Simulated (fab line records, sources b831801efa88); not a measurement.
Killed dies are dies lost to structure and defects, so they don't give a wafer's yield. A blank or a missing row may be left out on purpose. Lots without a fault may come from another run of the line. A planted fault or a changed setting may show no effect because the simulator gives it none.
Chamber matching | flow sky130 | SKY_VIA4_CMP_02 on cmp-02: 4 sister chambers
The step polishes SiO2. 4 wafers are shown with their chamber, then 12 later ones without.

WAFERS WITH THEIR CHAMBER
wafer  | chamber | motor_current_A (A)
L085.1 | 0       | 12.4
L089.1 | 2       | 13.4
L089.2 | 3       | 12.9
L089.6 | 1       | 12.0

WAFERS WITHOUT THEIR CHAMBER
wafer  | motor_current_A (A)
L091.1 | 12.3
L091.3 | 12.2
L091.4 | 13.7
L090.1 | 13.2
L090.4 | 11.9
L090.6 | 12.1
L094.1 | 12.1
L094.5 | 12.2
L094.6 | 12.4
L095.3 | 11.4
L095.4 | 13.0
L095.5 | 11.9

WHICH CHAMBER EACH WENT THROUGH
wafer  | from the rows above     | in truth
L091.1 | can't be placed: 0 or 1 | 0
L091.3 | can't be placed: 1 or 0 | 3
L091.4 | 2                       | 2
L090.1 | can't be placed: 2 or 3 | 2
L090.4 | can't be placed: 1 or 0 | 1
L090.6 | can't be placed: 1 or 0 | 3
L094.1 | can't be placed: 1 or 0 | 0
L094.5 | can't be placed: 1 or 0 | 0
L094.6 | can't be placed: 0 or 1 | 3
L095.3 | can't be placed: 1 or 0 | 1
L095.4 | can't be placed: 3 or 2 | 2
L095.5 | can't be placed: 1 or 0 | 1
Placed correctly: 1 of 12. Can't be placed from these rows: 11 (the true chamber is among the candidates in 8). Placed wrongly: 0.
How it was worked out, from the rows above alone: a wafer's distance from a chamber is the root of the sum, over the readings, of the square of ((its reading less the chamber's mean) divided by the reading's scatter). The wafer belongs to the nearest chamber; if the next one is less than 2 further off, it can't be placed. A chamber's mean is the mean of its shown wafers. The scatter: with one shown wafer a chamber, the root of the mean of the squares of how far each hidden wafer lies from its nearest shown one.
